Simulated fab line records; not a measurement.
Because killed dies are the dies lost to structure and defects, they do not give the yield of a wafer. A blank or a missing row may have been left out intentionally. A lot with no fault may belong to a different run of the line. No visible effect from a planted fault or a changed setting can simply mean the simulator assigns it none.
The tool behind it: which one?    flow sky130    72 wafers from 24 lots sampled at 4 of the route's 708 steps

## WHAT EACH GAUGE READ, for each wafer
SKY_FIELD_ISO_THK_MEAS_25. Usual: FIELD_ISO_CVD_24_THK 596 nm, standard deviation 7.
lot   measured     on             FIELD_ISO_CVD_24_THK (nm)  flag
L074  day 2 08:37  film metro-02  597 600 597                
L075  day 2 14:20  film metro-04  593 597 595                
L076  day 2 20:10  film metro-02  595 600 589                
L077  day 2 23:09  film metro-04  601 602 601                
L078  day 3 02:58  film metro-04  599 594 602                
L079  day 3 14:14  film metro-02  611 612 608                
L080  day 3 16:40  film metro-02  606 600 602                
L081  day 3 19:56  film metro-04  591 591 601                
L082  day 3 23:50  film metro-04  597 589 598                
L083  day 4 06:38  film metro-01  600 603 602                
L084  day 4 12:21  film metro-04  599 593 597                
L085  day 4 16:04  film metro-02  603 602 604                
L086  day 4 21:58  film metro-04  601 597 593                
L087  day 5 02:14  film metro-04  586 590 586                
L088  day 5 07:41  film metro-04  598 596 593                
L089  day 5 13:35  film metro-01  598 587 590                
L090  day 5 18:22  film metro-02  595 591 583                
L091  day 5 23:43  film metro-04  584 585 582                
L092  day 6 04:34  film metro-02  586 586 582                
L093  day 6 09:05  film metro-01  598 595 588                
L094  day 6 14:20  film metro-04  600 596 597                
L095  day 6 20:14  film metro-02  600 601 611                
L096  day 7 01:15  film metro-04  601 596 594                
L097  day 7 06:44  film metro-01  591 595 589                

SKY_SONOS_ONO_THK_MEAS_01. Usual: SONOS_ONO_OXIDATION_THK 2.59 nm, standard deviation 0.067.
lot   measured      on             SONOS_ONO_OXIDATION_THK (nm)  flag
L074  day 11 10:09  film metro-04  2.68 2.63 2.69                
L075  day 11 21:18  film metro-02  2.66 2.66 2.64                
L076  day 12 04:00  film metro-04  2.65 2.65 2.62                
L077  day 12 10:38  film metro-02  2.68 2.63 2.57                
L078  day 12 20:31  film metro-02  2.65 2.70 2.68                
L079  day 13 11:13  film metro-01  2.58 2.59 2.53                
L080  day 13 15:20  film metro-04  2.50 2.52 2.54                
L081  day 13 18:19  film metro-02  2.51 2.54 2.55                
L082  day 14 02:39  film metro-02  2.60 2.58 2.57                
L083  day 14 11:25  film metro-04  2.46 2.54 2.43                
L084  day 14 23:37  film metro-02  2.59 2.66 2.60                
L085  day 15 03:47  film metro-01  2.64 2.61 2.64                
L086  day 15 10:22  film metro-04  2.56 2.61 2.57                
L087  day 15 18:34  film metro-04  2.59 2.64 2.63                
L088  day 16 02:48  film metro-01  2.59 2.62 2.64                
L089  day 16 10:14  film metro-02  2.61 2.68 2.62                
L090  day 16 15:40  film metro-02  2.59 2.62 2.67                
L091  day 16 23:19  film metro-01  2.61 2.56 2.48                
L092  day 17 10:27  film metro-02  2.54 2.52 2.43                
L093  day 17 16:31  film metro-01  2.76 2.72 2.70                
L094  day 17 23:32  film metro-02  2.57 2.58 2.59                
L095  day 18 10:58  film metro-02  2.60 2.62 2.61                
L096  day 18 15:08  film metro-01  2.51 2.55 2.59                
L097  day 19 03:09  film metro-02  2.55 2.47 2.56                

SKY_SD_P_TW_MEAS_11. Usual: SD_P_TW 2811, standard deviation 18.
lot   measured      on             SD_P_TW         flag
L074  day 25 07:45  film metro-01  2831 2831 2829  
L075  day 26 00:53  film metro-04  2796 2775 2794  
L076  day 26 09:23  film metro-01  2812 2801 2802  
L077  day 26 19:31  film metro-04  2795 2782 2781  
L078  day 27 11:44  film metro-01  2836 2830 2826  
L079  day 27 20:13  film metro-03  2821 2817 2800  
L080  day 28 05:13  film metro-03  2808 2828 2823  
L081  day 28 06:46  film metro-04  2780 2787 2770  
L082  day 28 16:31  film metro-03  2825 2836 2828  
L083  day 28 23:38  film metro-01  2832 2820 2820  
L084  day 29 13:25  film metro-04  2799 2816 2806  
L085  day 29 18:34  film metro-03  2829 2831 2824  
L086  day 30 00:29  film metro-03  2840 2823 2847  
L087  day 30 06:46  film metro-01  2828 2837 2818  
L088  day 30 13:25  film metro-04  2781 2809 2798  
L089  day 30 22:34  film metro-01  2819 2816 2801  
L090  day 31 01:25  film metro-04  2804 2817 2803  
L091  day 31 08:46  film metro-03  2826 2830 2829  
L092  day 31 22:19  film metro-03  2834 2822 2828  
L093  day 32 03:28  film metro-01  2796 2812 2822  
L094  day 32 09:32  film metro-01  2827 2805 2812  
L095  day 32 18:42  film metro-04  2764 2774 2793  
L096  day 32 22:50  film metro-01  2809 2785 2794  
L097  day 33 06:02  film metro-04  2793 2791 2789  

SKY_METAL3_CD_MEAS_13: the cd target is 300 nm. Usual: cd nm 300.7 nm, standard deviation 1.6.
lot   measured      on         cd nm (nm)         flag
L074  day 38 11:58  cd sem-01  299.5 302.2 299.9  
L075  day 39 02:26  cd sem-02  301.7 299.6 302.4  
L076  day 39 07:37  cd sem-01  301.5 300.6 300.7  
L077  day 39 18:39  cd sem-01  297.7 297.8 297.7  
L078  day 40 08:22  cd sem-02  302.1 300.2 300.2  
L079  day 40 17:15  cd sem-01  303.0 303.1 301.6  
L080  day 40 23:11  cd sem-02  299.4 299.4 299.3  
L081  day 40 21:49  cd sem-01  300.9 302.1 302.0  
L082  day 41 08:44  cd sem-01  299.9 299.4 300.5  
L083  day 41 11:58  cd sem-02  301.3 303.7 303.2  
L084  day 42 03:23  cd sem-02  300.7 300.7 301.6  
L085  day 42 05:18  cd sem-02  300.7 299.8 300.4  
L086  day 42 12:58  cd sem-02  302.5 303.6 303.9  
L087  day 42 17:36  cd sem-01  299.9 299.0 299.3  
L088  day 42 23:25  cd sem-02  301.5 301.4 302.0  
L089  day 43 05:26  cd sem-02  300.1 300.2 301.2  
L090  day 43 07:29  cd sem-01  300.7 301.5 300.3  
L091  day 43 15:18  cd sem-02  298.4 299.4 298.3  
L092  day 44 02:18  cd sem-02  298.1 298.3 297.6  
L093  day 44 06:35  cd sem-02  299.6 301.1 302.1  
L094  day 44 12:42  cd sem-02  300.8 300.3 301.3  
L095  day 44 20:44  cd sem-01  301.6 301.2 299.7  
L096  day 44 22:51  cd sem-01  302.7 301.6 302.0  
L097  day 45 03:49  cd sem-01  301.6 301.6 302.5  

## WHAT TOOL EACH LOT RAN ON (gives the tool, then ch and the chambers of the sampled wafers, and finally the start)
The record holds no process step before these readings.

## WHAT THE TOOLS THEMSELVES READ (means of the sampled wafers that have a number; where no wafer has one, the mark that the record gives instead)
The record holds no such reading with a usual standard deviation.

## THE ANSWER, worked out from the rows above alone
Rule: lot off if the mean of its wafers having a number is beyond 3 standard deviations from the usual mean. Also off: a lot with no number at a reading for which 4 or more lots have one. Any other lot the step has rows for is counted as sound. After the gauges, taken in route order, come the tools' own readings; for these a lot's mean is taken, as printed above. At the first step where some lot is off, the reading lying furthest off is the one used; lots without a number count as furthest.
Across all readings shown, no lot is off: no conclusion can be drawn from this.

## WHAT THE SIMULATOR HAD INSERTED
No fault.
